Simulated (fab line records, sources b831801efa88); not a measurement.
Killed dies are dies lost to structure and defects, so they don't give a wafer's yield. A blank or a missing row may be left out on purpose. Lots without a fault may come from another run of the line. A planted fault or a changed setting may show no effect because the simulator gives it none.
Which tool did it? | flow sfq_line | 13 lots, 39 wafers sampled, at 1 step of a route of 325

WHAT THE GAUGES READ, wafer by wafer
The record holds no reading of a measuring or inspecting step that can be judged against a usual standard deviation.

WHICH TOOL RAN EACH LOT (tool, then ch and the chambers of the sampled wafers, then the start)
lot  | SFQ_TRILAYER_I2_CMP_CMP_064
L292 | cmp-01 ch 0,2,3, day 31 06:48
L293 | cmp-01 ch 0,1,2, day 31 15:24
L295 | cmp-01 ch 2,3, day 32 13:41
L296 | cmp-01 ch 0,3, day 33 07:56
L298 | cmp-01 ch 1,2, day 34 05:26
L306 | cmp-02 ch 0,3, day 36 04:35
L307 | cmp-01 ch 0,2,3, day 37 00:02
L308 | cmp-02 ch 0,2,3, day 37 01:44
L309 | cmp-01 ch 0,1,3, day 37 06:02
L311 | cmp-01 ch 0,1,3, day 38 08:43
L312 | cmp-01 ch 0,1,2, day 38 20:37
L314 | cmp-02 ch 0,2, day 39 04:19
L315 | cmp-02 ch 2,3, day 39 11:42
- SFQ_TRILAYER_I2_CMP_CMP_064: polishes SiO2.

WHAT THE TOOLS THEMSELVES READ (means of the sampled wafers that have a number; where no wafer has one, the mark that the record gives instead)
SFQ_TRILAYER_I2_CMP_CMP_064.
lot  | tool   | head_pressure_psi (psi) | motor_current_A (A) | time_to_endpoint_s (s)
L292 | cmp-01 | 2.996                   | 9.8                 | 221
L293 | cmp-01 | 3.003                   | 9.1                 | 212
L295 | cmp-01 | 2.994                   | 9.6                 | 216
L296 | cmp-01 | 3.000                   | 10.0                | 220
L298 | cmp-01 | 3.029                   | 8.7                 | 217
L306 | cmp-02 | 3.002                   | 10.0                | 226
L307 | cmp-01 | 3.001                   | 9.9                 | 212
L308 | cmp-02 | 3.003                   | 9.6                 | 218
L309 | cmp-01 | 3.004                   | 10.4                | 222
L311 | cmp-01 | 2.997                   | 10.5                | 226
L312 | cmp-01 | 2.995                   | 9.0                 | 223
L314 | cmp-02 | 2.997                   | 9.5                 | 225
L315 | cmp-02 | 3.008                   | 9.4                 | 223

THE ANSWER, worked out from the rows above alone
Rule: what is usual is taken from the lots themselves. Put in order of their means at a reading, lots are off if they are a third of the lots or fewer, leave a main group of 4 or more, and stand apart from it by a gap of 3 or more times the standard deviation of the main group's means; of several such gaps the widest counts. A main group whose means are all the same, to the digits that the tables above print for the reading, isn't used. A lot without any number at a reading at which 4 lots or more have one is off too. The other lots that the step has rows for count as sound. The gauges are gone through in route order, then the tools' own readings, and for those a lot's mean is taken as printed above. The first step at which some lot is off is used, and at that step the reading that is off furthest; a lot without a number counts as furthest.
Off: L298, at SFQ_TRILAYER_I2_CMP_CMP_064 (head_pressure_psi). The main group: mean 3.000 psi, standard deviation 0.0041.
A tool fits if, at that step or a process step before it, it ran every lot that is off, and no sound lot after the first of them. None of those tried fits.

WHAT THE SIMULATOR HAD PUT IN
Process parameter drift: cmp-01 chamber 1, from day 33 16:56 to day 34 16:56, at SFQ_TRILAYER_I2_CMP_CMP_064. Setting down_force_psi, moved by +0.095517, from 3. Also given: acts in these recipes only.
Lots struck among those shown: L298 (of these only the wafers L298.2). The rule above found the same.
